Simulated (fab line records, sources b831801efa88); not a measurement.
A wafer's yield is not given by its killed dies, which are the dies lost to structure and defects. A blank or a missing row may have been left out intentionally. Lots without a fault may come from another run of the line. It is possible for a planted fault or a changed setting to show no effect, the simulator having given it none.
Which tool was responsible? | flow sky130 | 13 lots, 39 wafers sampled, at 4 steps of a route of 708

## WHAT THE GAUGES SHOWED, per wafer
SKY_FIELD_ISO_THK_MEAS_23.
lot  | measured    | on            | FIELD_ISO_OXIDATION_01_THK (nm)
L149 | day 2 06:35 | film metro-03 | 10.10 9.94 10.05
L151 | day 2 18:48 | film metro-04 | 10.15 10.03 10.20
L152 | day 2 23:50 | film metro-01 | 9.93 9.93 9.88
L154 | day 3 09:48 | film metro-03 | 9.86 9.88 9.98
L157 | day 4 00:49 | film metro-01 | 10.04 10.21 10.05
L161 | day 4 20:49 | film metro-03 | 10.00 10.05 10.11
L162 | day 5 04:36 | film metro-03 | - - -
L163 | day 5 08:47 | film metro-04 | - - -
L164 | day 5 12:52 | film metro-01 | - - -
L165 | day 5 19:13 | film metro-03 | 10.05 10.01 10.04
L168 | day 6 10:44 | film metro-03 | 10.09 9.85 10.14
L171 | day 7 07:53 | film metro-04 | 10.10 10.11 10.23
L172 | day 7 07:56 | film metro-01 | 10.01 10.02 10.09

SKY_NWELL_THK_MEAS_02.
lot  | measured    | on            | NWELL_OXIDATION_THK (nm)
L149 | day 2 12:15 | film metro-02 | 10.13 10.24 10.10
L151 | day 2 22:48 | film metro-03 | 10.09 10.16 10.30
L152 | day 3 05:04 | film metro-04 | 9.78 9.86 9.76
L154 | day 3 15:44 | film metro-02 | 9.86 9.65 9.81
L157 | day 4 07:18 | film metro-04 | 9.72 9.60 9.60
L161 | day 5 00:48 | film metro-02 | 9.96 10.01 9.81
L165 | day 6 02:56 | film metro-02 | 9.85 9.89 9.95
L168 | day 6 15:10 | film metro-02 | 9.67 9.80 9.54
L171 | day 7 15:31 | film metro-03 | 9.69 9.56 9.92
L172 | day 7 15:31 | film metro-04 | 9.92 9.77 9.62

SKY_VT_ADJUST_LVTN_TW_MEAS_10.
lot  | measured     | on            | VT_ADJUST_LVTN_TW
L149 | day 6 20:43  | film metro-01 | 244.5 243.7 244.7
L151 | day 7 11:10  | film metro-03 | 241.3 242.2 242.1
L152 | day 7 17:59  | film metro-01 | 244.2 242.9 245.0
L154 | day 8 05:55  | film metro-03 | 239.3 241.0 240.4
L157 | day 9 01:07  | film metro-02 | 239.8 238.9 238.8
L161 | day 9 23:52  | film metro-02 | 239.0 238.8 239.1
L165 | day 11 09:54 | film metro-02 | 238.4 239.7 238.7
L168 | day 12 00:43 | film metro-02 | 238.7 239.9 240.5
L171 | day 13 11:43 | film metro-01 | 244.4 244.6 244.4
L172 | day 13 11:50 | film metro-03 | 241.6 240.9 242.5

## WHAT TOOL EACH LOT RAN ON (gives the tool, then ch and the chambers of the sampled wafers, and finally the start)
lot  | SKY_FIELD_ISO_CVD_03
L149 | lpcvd-02 ch 0, day 1 11:41
L151 | lpcvd-02 ch 1, day 1 23:32
L152 | lpcvd-02 ch 1, day 2 04:01
L154 | lpcvd-02 ch 1, day 2 14:20
L157 | lpcvd-02 ch 0, day 3 03:41
L161 | lpcvd-02 ch 1, day 3 23:41
L162 | lpcvd-02 ch 1, day 4 07:28
L163 | lpcvd-02 ch 0, day 4 11:21
L164 | lpcvd-02 ch 1, day 4 15:10
L165 | lpcvd-02 ch 1, day 4 20:34
L168 | lpcvd-02 ch 1, day 5 11:44
L171 | lpcvd-02 ch 0, day 6 03:52
L172 | lpcvd-02 ch 0, day 6 07:00
- SKY_FIELD_ISO_CVD_03: deposits Si3N4 from DCS/NH3, target thk 165 nm, time 2830 s.

## WHAT THE TOOLS THEMSELVES READ (means of the sampled wafers that have a number; where no wafer has one, the mark that the record gives instead)
SKY_FIELD_ISO_CVD_03.
lot  | tool     | pressure mtorr (mTorr) | spike tc bottom C (C)
L149 | lpcvd-02 | 250.1                  | 789.8
L151 | lpcvd-02 | 249.5                  | 790.5
L152 | lpcvd-02 | 249.9                  | 790.2
L154 | lpcvd-02 | 249.5                  | 790.3
L157 | lpcvd-02 | 250.1                  | 788.6
L161 | lpcvd-02 | 250.4                  | 789.7
L162 | lpcvd-02 | -                      | -
L163 | lpcvd-02 | -                      | -
L164 | lpcvd-02 | -                      | -
L165 | lpcvd-02 | 249.4                  | 790.5
L168 | lpcvd-02 | 249.4                  | 789.7
L171 | lpcvd-02 | 250.2                  | 789.6
L172 | lpcvd-02 | 250.4                  | 790.6

## THE ANSWER, worked out from the rows above alone
Rule: the lots themselves supply what counts as usual. Put in order of their means at a reading, lots are off if they are a third of the lots or fewer, leave a main group of 4 or more, and stand apart from it by a gap of 3 or more times the standard deviation of the main group's means; of several such gaps the widest counts. Not used: any main group whose means are identical at the precision the tables above print for the reading. Also off: a lot with no number at a reading for which 4 or more lots have one. Where the step has rows for the other lots, those lots are counted as sound. After the gauges, taken in route order, come the tools' own readings; for these a lot's mean is taken, as printed above. At the first step where some lot is off, the reading lying furthest off is the one used; lots without a number count as furthest.
Off: L162, L163, L164, at SKY_FIELD_ISO_THK_MEAS_23 (FIELD_ISO_OXIDATION_01_THK). Without a number there: L162, L163, L164. For the main group the mean is 10.04 nm and the standard deviation 0.075.
A tool fits if, at a process step before that reading, it ran every lot that is off, and no sound lot after the first of them. The gauges at SKY_FIELD_ISO_THK_MEAS_23 aren't tried: what is off there is off at SKY_FIELD_ISO_CVD_03 too, on other tools, and a gauge's error can't cause that. Not one of the candidates tried fits.

## WHAT HAD BEEN PUT IN BY THE SIMULATOR
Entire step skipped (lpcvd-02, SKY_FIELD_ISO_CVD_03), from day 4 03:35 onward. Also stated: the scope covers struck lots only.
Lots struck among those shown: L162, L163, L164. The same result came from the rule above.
